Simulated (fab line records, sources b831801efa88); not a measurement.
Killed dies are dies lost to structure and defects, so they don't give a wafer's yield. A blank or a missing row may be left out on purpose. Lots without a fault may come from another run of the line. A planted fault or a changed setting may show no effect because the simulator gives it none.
A struck lot beside a sound one | flow sky130 | 34 steps out of a route of 708
Sound: wafers L971.1, L971.4, L971.5. Struck: wafers L975.2, L975.4. (L975.3 of the same lot was not struck and is left out.) The cause comes at the end.
At each step with rows: each side's tool, then ch and its chambers, then its first start. Under that, the readings that differ: sound wafers | struck wafers | difference of the means | sigmas: that difference in standard deviations of wafers without a fault.
alike: readings whose means differ by less than 2 such deviations, and words and numbers that are the same on both sides. not compared: withheld readings, readings that some wafer has no value for, bounds like >300 that may hide the same value, and numbers for which the record gives no deviation and whose values overlap.
The two part at a step that has a row with sigmas, a row that says differs or no value, or rows on one side only. Numbers that don't overlap but have no deviation are shown without sigmas and don't part them. A reading that every wafer of one side lacks parts them only if that side has two wafers or more.

first, 5 steps without rows for these wafers: SKY_METAL5_SOFTBAKE_10 (time 60 s); SKY_METAL5_EXPOSE_11 (exposes mask MM5, target cd 1600 nm); SKY_METAL5_PEB_12; SKY_METAL5_DEVELOP_13 (develop time 60 s); SKY_METAL5_DESCUM_14 (chemistry O2, time 11 s).
SKY_METAL5_METAL_ETCH_15: etches the open film in Cl2/BCl3, stops on SiO2, target depth 1260 nm, time 252 s.
  sound on rie_metal-04 ch 0,1, day 45 10:30; struck on rie_metal-02 ch 1, day 46 17:52
  alike: drypump_motor_current_A, oes_product_au, throttle_valve_pct
  not compared: rf_hours_counter_h
SKY_METAL5_STRIP_16: strips in O2/N2.
  sound on plasma_asher-03 ch 0,1, day 45 10:44; struck on plasma_asher-02 ch 1, day 46 18:10
  alike: drypump_motor_current_A, oes_product_au, strip_time_to_endpoint_s
  not compared: rf_hours_counter_h
then, 3 steps without rows for these wafers: SKY_METAL5_STRIP_17 (strips in post etch residue remover, time 1200 s); SKY_METAL5_CLEAN_18 (cleans in IPA, time 180 s); SKY_METAL5_CLEAN_19 (cleans in O3/DIW).
SKY_PASSIVATION_CVD_00: deposits SiO2, target thk 90 nm.
  sound on pecvd-04 ch 1,2, day 45 11:19; struck on pecvd-04 ch 0,1, day 46 18:46
  alike: heater_power_w, rf_fwd_power_W
SKY_PASSIVATION_THK_MEAS_01:
  sound on film_metro-01, day 45 11:21; struck on film_metro-01, day 46 18:48
  alike: PASSIVATION_CVD_00_THK
SKY_PASSIVATION_CVD_02: deposits Si3N4, target thk 540 nm.
  sound on pecvd-02 ch 0, day 45 11:25; struck on pecvd-03 ch 2, day 46 18:51
  reading                                       | sound             | struck      | difference | sigmas
  heater_power_w (W)                            | 593 479 523       | 837 838     | +306       | +3
  rf_fwd_power_W (W)                            | 447.5 449.4 451.0 | 268.8 271.6 | -179.1     | -99 or more
  model.Si3N4_of_PASSIVATION_CVD_02.thk_nm (nm) | 530.7 538.2 537.7 | 457.9 465.1 | -74.0      |
SKY_PASSIVATION_THK_MEAS_03:
  sound on film_metro-01, day 45 11:44; struck on film_metro-04, day 46 19:21
  reading                     | sound       | struck  | difference | sigmas
  PASSIVATION_CVD_02_THK (nm) | 531 538 538 | 458 465 | -74        | -11
  not compared: hold
then, 6 steps without rows for these wafers: SKY_PASSIVATION_HMDS_05 (prime time 60 s); SKY_PASSIVATION_COAT_06 (resist thk 3000 nm); SKY_PASSIVATION_SOFTBAKE_07; SKY_PASSIVATION_EXPOSE_08 (exposes mask NSM, target cd 3000 nm); SKY_PASSIVATION_PEB_09; SKY_PASSIVATION_DEVELOP_10 (develop time 60 s).
SKY_PASSIVATION_ETCH_11: etches the open film in CF4/O2, stops on AlCu, target depth 725 nm, time 161.1 s.
  sound on rie_diel-04 ch 1,2,3, day 46 08:19; struck on rie_diel-04 ch 0,2, day 47 13:31
  reading                                 | sound             | struck      | difference | sigmas
  oes_product_au (a.u.)                   | 0.968 0.972 0.967 | 0.912 0.927 | -0.049     | -7
  model.PASSIVATION.feature_depth_nm (nm) | 696.4 702.8 703.4 | 622.3 630.3 | -74.6      |
  model.etch.depth_nm (nm)                | 696.4 702.8 703.4 | 622.3 630.3 | -74.6      |
  alike: drypump_motor_current_A, throttle_valve_pct
  not compared: rf_hours_counter_h
SKY_PASSIVATION_STRIP_12: strips in O2/N2.
  sound on plasma_asher-04 ch 0,1, day 46 08:25; struck on plasma_asher-04 ch 0, day 47 13:37
  alike: drypump_motor_current_A, oes_product_au, strip_time_to_endpoint_s
  not compared: rf_hours_counter_h
then, 7 steps without rows for these wafers: SKY_PAD_OPEN_DEHYDRATE_00 (time 60 s); SKY_PAD_OPEN_HMDS_01 (prime time 60 s); SKY_PAD_OPEN_COAT_02 (resist thk 3000 nm); SKY_PAD_OPEN_SOFTBAKE_03; SKY_PAD_OPEN_EXPOSE_04 (exposes mask PDM, target cd 60000 nm); SKY_PAD_OPEN_PEB_05; SKY_PAD_OPEN_DEVELOP_06 (develop time 60 s).
SKY_PAD_OPEN_ETCH_07: etches the open film in CF4/O2, stops on AlCu, target depth 725 nm, time 161.1 s.
  sound on rie_diel-02 ch 0,1,3, day 47 04:23; struck on rie_diel-01 ch 0,3, day 48 09:05
  reading                              | sound             | struck      | difference | sigmas
  oes_product_au (a.u.)                | 0.964 0.980 0.983 | 0.899 0.914 | -0.069     | -9
  throttle_valve_pct (%)               | 5.961 5.976 5.962 | 5.935 5.952 | -0.023     | -3
  model.PAD_OPEN.feature_depth_nm (nm) | 696.4 702.8 703.4 | 622.3 630.3 | -74.6      |
  model.etch.depth_nm (nm)             | 696.4 702.8 703.4 | 622.3 630.3 | -74.6      |
  alike: drypump_motor_current_A
  not compared: rf_hours_counter_h
SKY_PAD_OPEN_STRIP_08: strips in O2/N2.
  sound on plasma_asher-02 ch 0,1, day 47 04:30; struck on plasma_asher-04 ch 0,1, day 48 09:12
  alike: drypump_motor_current_A, oes_product_au, strip_time_to_endpoint_s
  not compared: rf_hours_counter_h
SKY_PAD_OPEN_STRIP_09: strips in post etch residue remover, time 1200 s.
  sound on wet_bench-01 ch 0, day 47 04:40; struck on wet_bench-02 ch 0, day 48 09:18
  reading                                       | sound             | struck      | difference | sigmas
  model.Si3N4_of_PASSIVATION_CVD_02.thk_nm (nm) | 530.4 537.8 537.3 | 457.5 464.8 | -74.0      |
then, 1 step without rows for these wafers: SKY_PAD_OPEN_CLEAN_10 (cleans in IPA, time 180 s).
SKY_PAD_OPEN_PROBE_99:
  the record has rows for the struck wafers here (prober-02, day 48 11:28) and none for the sound ones

WHERE THEY PART
First at SKY_PASSIVATION_CVD_02; last, within this record, at SKY_PAD_OPEN_PROBE_99.

WHY: what the simulator had put in
Process parameter drift: pecvd-03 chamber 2, from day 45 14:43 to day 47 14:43, at SKY_PASSIVATION_CVD_02. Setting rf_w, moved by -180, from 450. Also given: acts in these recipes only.
